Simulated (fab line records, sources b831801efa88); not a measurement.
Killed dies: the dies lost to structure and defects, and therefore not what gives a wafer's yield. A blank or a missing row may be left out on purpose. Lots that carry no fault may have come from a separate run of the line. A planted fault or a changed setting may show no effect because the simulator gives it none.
Which tool did it? || flow gf180mcu || 39 wafers from 13 lots sampled at 5 of the route's 602 steps

WHAT THE GAUGES SHOWED, per wafer
GF_STI_THK_MEAS_22. Usual: for STI_OXIDATION_01_THK the level is 14.85 nm and the standard deviation is 0.29.
{"lot": "L200", "measured": "day 2 09:52", "on": "film_metro-04", "STI_OXIDATION_01_THK (nm)": "15.03 14.95 15.14", "flag": ""}
{"lot": "L202", "measured": "day 2 18:51", "on": "film_metro-02", "STI_OXIDATION_01_THK (nm)": "14.62 14.87 14.58", "flag": ""}
{"lot": "L203", "measured": "day 3 02:32", "on": "film_metro-02", "STI_OXIDATION_01_THK (nm)": "15.27 14.94 14.96", "flag": ""}
{"lot": "L204", "measured": "day 3 05:17", "on": "film_metro-03", "STI_OXIDATION_01_THK (nm)": "14.61 14.71 14.89", "flag": ""}
{"lot": "L205", "measured": "day 3 11:26", "on": "film_metro-03", "STI_OXIDATION_01_THK (nm)": "15.20 15.18 14.85", "flag": ""}
{"lot": "L206", "measured": "day 3 17:42", "on": "film_metro-03", "STI_OXIDATION_01_THK (nm)": "14.97 15.45 15.44", "flag": ""}
{"lot": "L207", "measured": "day 4 00:08", "on": "film_metro-04", "STI_OXIDATION_01_THK (nm)": "14.74 14.62 14.84", "flag": ""}
{"lot": "L208", "measured": "day 4 07:02", "on": "film_metro-03", "STI_OXIDATION_01_THK (nm)": "14.46 14.48 14.28", "flag": ""}
{"lot": "L209", "measured": "day 4 07:04", "on": "film_metro-02", "STI_OXIDATION_01_THK (nm)": "14.74 14.66 14.60", "flag": ""}
{"lot": "L214", "measured": "day 5 08:32", "on": "film_metro-03", "STI_OXIDATION_01_THK (nm)": "15.03 15.00 15.08", "flag": ""}
{"lot": "L213", "measured": "day 5 08:49", "on": "film_metro-02", "STI_OXIDATION_01_THK (nm)": "14.93 14.84 14.90", "flag": ""}
{"lot": "L215", "measured": "day 5 15:25", "on": "film_metro-03", "STI_OXIDATION_01_THK (nm)": "15.09 15.38 15.06", "flag": ""}
{"lot": "L216", "measured": "day 5 23:23", "on": "film_metro-03", "STI_OXIDATION_01_THK (nm)": "14.69 14.25 14.29", "flag": ""}

GF_NWELL_OVL_MEAS_07. Usual: for NWELL_OVL the level is 0.3 nm and the standard deviation is 1.4.
{"lot": "L200", "measured": "day 3 13:28", "on": "overlay-01", "NWELL_OVL (nm)": "0.8 -0.6 1.1", "flag": ""}
{"lot": "L202", "measured": "day 3 23:44", "on": "overlay-02", "NWELL_OVL (nm)": "-1.2 -1.6 -0.2", "flag": ""}
{"lot": "L203", "measured": "day 4 08:28", "on": "overlay-02", "NWELL_OVL (nm)": "-1.1 -0.9 0.2", "flag": ""}
{"lot": "L204", "measured": "day 4 11:47", "on": "overlay-02", "NWELL_OVL (nm)": "0.7 0.9 0.8", "flag": ""}
{"lot": "L205", "measured": "day 4 15:23", "on": "overlay-01", "NWELL_OVL (nm)": "1.4 1.8 0.9", "flag": ""}
{"lot": "L206", "measured": "day 5 00:34", "on": "overlay-01", "NWELL_OVL (nm)": "-0.5 -0.4 0.9", "flag": ""}
{"lot": "L207", "measured": "day 5 08:13", "on": "overlay-01", "NWELL_OVL (nm)": "-77.9 -77.6 -78.3", "flag": "OFF"}
{"lot": "L208", "measured": "day 5 20:22", "on": "overlay-02", "NWELL_OVL (nm)": "-77.1 -77.9 -77.6", "flag": "OFF"}
{"lot": "L209", "measured": "day 5 20:44", "on": "overlay-01", "NWELL_OVL (nm)": "-76.2 -77.1 -75.8", "flag": "OFF"}
{"lot": "L214", "measured": "day 6 15:38", "on": "overlay-01", "NWELL_OVL (nm)": "-77.9 -78.3 -79.6", "flag": "OFF"}
{"lot": "L213", "measured": "day 6 16:11", "on": "overlay-01", "NWELL_OVL (nm)": "1.1 1.1 0.4", "flag": ""}
{"lot": "L215", "measured": "day 7 00:25", "on": "overlay-02", "NWELL_OVL (nm)": "-0.1 0.7 -0.4", "flag": ""}
{"lot": "L216", "measured": "day 7 11:29", "on": "overlay-01", "NWELL_OVL (nm)": "-0.5 1.3 0.8", "flag": ""}

WHAT TOOL EACH LOT RAN ON (gives the tool, then ch and the chambers of the sampled wafers, and finally the start)
{"lot": "L200", "GF_STI_ETCH_14": "rie_si-02 ch 0,1,3, day 2 06:46", "GF_STI_CMP_25": "cmp-02 ch 0,1,2, day 2 10:04", "GF_NWELL_EXPOSE_04": "iline_stepper-02 ch 0, day 3 07:34"}
{"lot": "L202", "GF_STI_ETCH_14": "rie_si-01 ch 0,2,3, day 2 17:11", "GF_STI_CMP_25": "cmp-01 ch 1,2,3, day 2 19:07", "GF_NWELL_EXPOSE_04": "iline_stepper-02 ch 0, day 3 17:04"}
{"lot": "L203", "GF_STI_ETCH_14": "rie_si-02 ch 0,2,3, day 2 23:35", "GF_STI_CMP_25": "cmp-01 ch 0,1,3, day 3 02:44", "GF_NWELL_EXPOSE_04": "iline_stepper-02 ch 0, day 4 02:14"}
{"lot": "L204", "GF_STI_ETCH_14": "rie_si-01 ch 0,2,3, day 3 02:44", "GF_STI_CMP_25": "cmp-02 ch 0,2,3, day 3 05:44", "GF_NWELL_EXPOSE_04": "iline_stepper-01 ch 0, day 4 05:46"}
{"lot": "L205", "GF_STI_ETCH_14": "rie_si-01 ch 1,3, day 3 08:47", "GF_STI_CMP_25": "cmp-01 ch 0,2,3, day 3 11:36", "GF_NWELL_EXPOSE_04": "iline_stepper-01 ch 0, day 4 09:32"}
{"lot": "L206", "GF_STI_ETCH_14": "rie_si-01 ch 0,2,3, day 3 15:26", "GF_STI_CMP_25": "cmp-01 ch 1,2, day 3 17:56", "GF_NWELL_EXPOSE_04": "iline_stepper-02 ch 0, day 4 17:53"}
{"lot": "L207", "GF_STI_ETCH_14": "rie_si-01 ch 2,3, day 3 20:49", "GF_STI_CMP_25": "cmp-01 ch 1,2, day 4 00:19", "GF_NWELL_EXPOSE_04": "iline_stepper-02 ch 0, day 5 01:46"}
{"lot": "L208", "GF_STI_ETCH_14": "rie_si-02 ch 0,2, day 4 01:20", "GF_STI_CMP_25": "cmp-01 ch 0,3, day 4 07:14", "GF_NWELL_EXPOSE_04": "iline_stepper-02 ch 0, day 5 13:11"}
{"lot": "L209", "GF_STI_ETCH_14": "rie_si-02 ch 0,1,2, day 4 04:49", "GF_STI_CMP_25": "cmp-01 ch 0,3, day 4 07:35", "GF_NWELL_EXPOSE_04": "iline_stepper-02 ch 0, day 5 13:32"}
{"lot": "L214", "GF_STI_ETCH_14": "rie_si-01 ch 0,2,3, day 5 06:52", "GF_STI_CMP_25": "cmp-02 ch 1,2,3, day 5 08:52", "GF_NWELL_EXPOSE_04": "iline_stepper-02 ch 0, day 6 08:56"}
{"lot": "L213", "GF_STI_ETCH_14": "rie_si-02 ch 0,1,3, day 5 06:56", "GF_STI_CMP_25": "cmp-01 ch 0,1,2, day 5 08:59", "GF_NWELL_EXPOSE_04": "iline_stepper-01 ch 0, day 6 09:26"}
{"lot": "L215", "GF_STI_ETCH_14": "rie_si-02 ch 0,1,3, day 5 13:46", "GF_STI_CMP_25": "cmp-02 ch 0,2,3, day 5 15:41", "GF_NWELL_EXPOSE_04": "iline_stepper-01 ch 0, day 6 17:13"}
{"lot": "L216", "GF_STI_ETCH_14": "rie_si-01 ch 0,1,3, day 5 21:44", "GF_STI_CMP_25": "cmp-02 ch 0,2,3, day 5 23:37", "GF_NWELL_EXPOSE_04": "iline_stepper-01 ch 0, day 7 03:55"}
- GF_STI_ETCH_14: etches Si in HBr/Cl2/O2, target depth 360 nm, time 102.9 s.
- GF_STI_CMP_25: polishes, stops on Si3N4, t overpolish 33 s, target thk 524.6 nm.
- GF_NWELL_EXPOSE_04: exposes mask Nwell, target cd 860 nm.

WHAT THE TOOLS THEMSELVES READ (means of the sampled wafers that have a number; where no wafer has one, the mark that the record gives instead)
GF_STI_ETCH_14. Usual: drypump_motor_current_A 5.4 A, standard deviation 0.44; oes_product_au 0.997 a.u., standard deviation 0.0062; throttle_valve_pct 25.657 %, standard deviation 0.0087.
{"lot": "L200", "tool": "rie_si-02", "drypump_motor_current_A (A)": 5.4, "oes_product_au (a.u.)": 0.997, "throttle_valve_pct (%)": 25.662, "flag": ""}
{"lot": "L202", "tool": "rie_si-01", "drypump_motor_current_A (A)": 5.1, "oes_product_au (a.u.)": 0.997, "throttle_valve_pct (%)": 25.647, "flag": ""}
{"lot": "L203", "tool": "rie_si-02", "drypump_motor_current_A (A)": 5.4, "oes_product_au (a.u.)": 0.995, "throttle_valve_pct (%)": 25.660, "flag": ""}
{"lot": "L204", "tool": "rie_si-01", "drypump_motor_current_A (A)": 5.1, "oes_product_au (a.u.)": 0.999, "throttle_valve_pct (%)": 25.661, "flag": ""}
{"lot": "L205", "tool": "rie_si-01", "drypump_motor_current_A (A)": 5.6, "oes_product_au (a.u.)": 0.997, "throttle_valve_pct (%)": 25.657, "flag": ""}
{"lot": "L206", "tool": "rie_si-01", "drypump_motor_current_A (A)": 5.2, "oes_product_au (a.u.)": 0.997, "throttle_valve_pct (%)": 25.650, "flag": ""}
{"lot": "L207", "tool": "rie_si-01", "drypump_motor_current_A (A)": 4.8, "oes_product_au (a.u.)": 0.997, "throttle_valve_pct (%)": 25.660, "flag": ""}
{"lot": "L208", "tool": "rie_si-02", "drypump_motor_current_A (A)": 5.6, "oes_product_au (a.u.)": 1.003, "throttle_valve_pct (%)": 25.656, "flag": ""}
{"lot": "L209", "tool": "rie_si-02", "drypump_motor_current_A (A)": 5.5, "oes_product_au (a.u.)": 1.007, "throttle_valve_pct (%)": 25.658, "flag": ""}
{"lot": "L214", "tool": "rie_si-01", "drypump_motor_current_A (A)": 5.1, "oes_product_au (a.u.)": 0.990, "throttle_valve_pct (%)": 25.653, "flag": ""}
{"lot": "L213", "tool": "rie_si-02", "drypump_motor_current_A (A)": 5.4, "oes_product_au (a.u.)": 0.996, "throttle_valve_pct (%)": 25.651, "flag": ""}
{"lot": "L215", "tool": "rie_si-02", "drypump_motor_current_A (A)": 5.5, "oes_product_au (a.u.)": 0.995, "throttle_valve_pct (%)": 25.657, "flag": ""}
{"lot": "L216", "tool": "rie_si-01", "drypump_motor_current_A (A)": 5.5, "oes_product_au (a.u.)": 1.001, "throttle_valve_pct (%)": 25.651, "flag": ""}

GF_STI_CMP_25. Usual: head_pressure_psi 4.000 psi, standard deviation 0.0084; motor_current_A 12.1 A, standard deviation 1.1; overpolish_run_s 33.000 s, standard deviation 0.0097; time_to_endpoint_s 124 s, standard deviation 3.1.
{"lot": "L200", "tool": "cmp-02", "head_pressure_psi (psi)": 4.003, "motor_current_A (A)": 12.0, "overpolish_run_s (s)": 32.995, "time_to_endpoint_s (s)": 122, "flag": ""}
{"lot": "L202", "tool": "cmp-01", "head_pressure_psi (psi)": 3.995, "motor_current_A (A)": 11.2, "overpolish_run_s (s)": 33.003, "time_to_endpoint_s (s)": 120, "flag": ""}
{"lot": "L203", "tool": "cmp-01", "head_pressure_psi (psi)": 4.003, "motor_current_A (A)": 12.4, "overpolish_run_s (s)": 32.997, "time_to_endpoint_s (s)": 124, "flag": ""}
{"lot": "L204", "tool": "cmp-02", "head_pressure_psi (psi)": 4.006, "motor_current_A (A)": 12.8, "overpolish_run_s (s)": 33.003, "time_to_endpoint_s (s)": 125, "flag": ""}
{"lot": "L205", "tool": "cmp-01", "head_pressure_psi (psi)": 3.999, "motor_current_A (A)": 12.1, "overpolish_run_s (s)": 33.009, "time_to_endpoint_s (s)": 122, "flag": ""}
{"lot": "L206", "tool": "cmp-01", "head_pressure_psi (psi)": 3.995, "motor_current_A (A)": 10.7, "overpolish_run_s (s)": 32.998, "time_to_endpoint_s (s)": 123, "flag": ""}
{"lot": "L207", "tool": "cmp-01", "head_pressure_psi (psi)": 3.991, "motor_current_A (A)": 11.2, "overpolish_run_s (s)": 32.999, "time_to_endpoint_s (s)": 125, "flag": ""}
{"lot": "L208", "tool": "cmp-01", "head_pressure_psi (psi)": 4.007, "motor_current_A (A)": 12.7, "overpolish_run_s (s)": 33.003, "time_to_endpoint_s (s)": 120, "flag": ""}
{"lot": "L209", "tool": "cmp-01", "head_pressure_psi (psi)": 3.993, "motor_current_A (A)": 12.9, "overpolish_run_s (s)": 33.000, "time_to_endpoint_s (s)": 120, "flag": ""}
{"lot": "L214", "tool": "cmp-02", "head_pressure_psi (psi)": 4.005, "motor_current_A (A)": 13.1, "overpolish_run_s (s)": 33.000, "time_to_endpoint_s (s)": 128, "flag": ""}
{"lot": "L213", "tool": "cmp-01", "head_pressure_psi (psi)": 4.009, "motor_current_A (A)": 11.5, "overpolish_run_s (s)": 32.995, "time_to_endpoint_s (s)": 124, "flag": ""}
{"lot": "L215", "tool": "cmp-02", "head_pressure_psi (psi)": 4.004, "motor_current_A (A)": 12.3, "overpolish_run_s (s)": 33.000, "time_to_endpoint_s (s)": 125, "flag": ""}
{"lot": "L216", "tool": "cmp-02", "head_pressure_psi (psi)": 3.996, "motor_current_A (A)": 12.5, "overpolish_run_s (s)": 33.002, "time_to_endpoint_s (s)": 128, "flag": ""}

THE ANSWER, worked out from the rows above alone
Rule: lot off if the mean of its wafers having a number is beyond 3 standard deviations from the usual mean. A lot without any number at a reading at which 4 lots or more have one is off too. All remaining lots with rows at the step are treated as sound. After the gauges, taken in route order, come the tools' own readings; for these a lot's mean is taken, as printed above. At the first step where some lot is off, the reading lying furthest off is the one used; lots without a number count as furthest.
Off: at GF_NWELL_OVL_MEAS_07 (NWELL_OVL), L207, L208, L209, L214.
A tool fits if, at a process step before that reading, it ran every lot that is off, and no sound lot after the first of them. Gauges at GF_NWELL_OVL_MEAS_07: tried the same way as those tools. One fits: iline_stepper-02 at GF_NWELL_EXPOSE_04. A fault onset in the window from L206 (day 4 17:53, its last sound lot) to L207 (day 5 01:46, its first lot off) fits.

WHAT THE SIMULATOR HAD INSERTED
Scanner matching overlay: iline_stepper-02, from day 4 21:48 on, at GF_NWELL_EXPOSE_04. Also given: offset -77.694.
Struck lots among those shown: L207, L208, L209, L214. The rule above found the same.
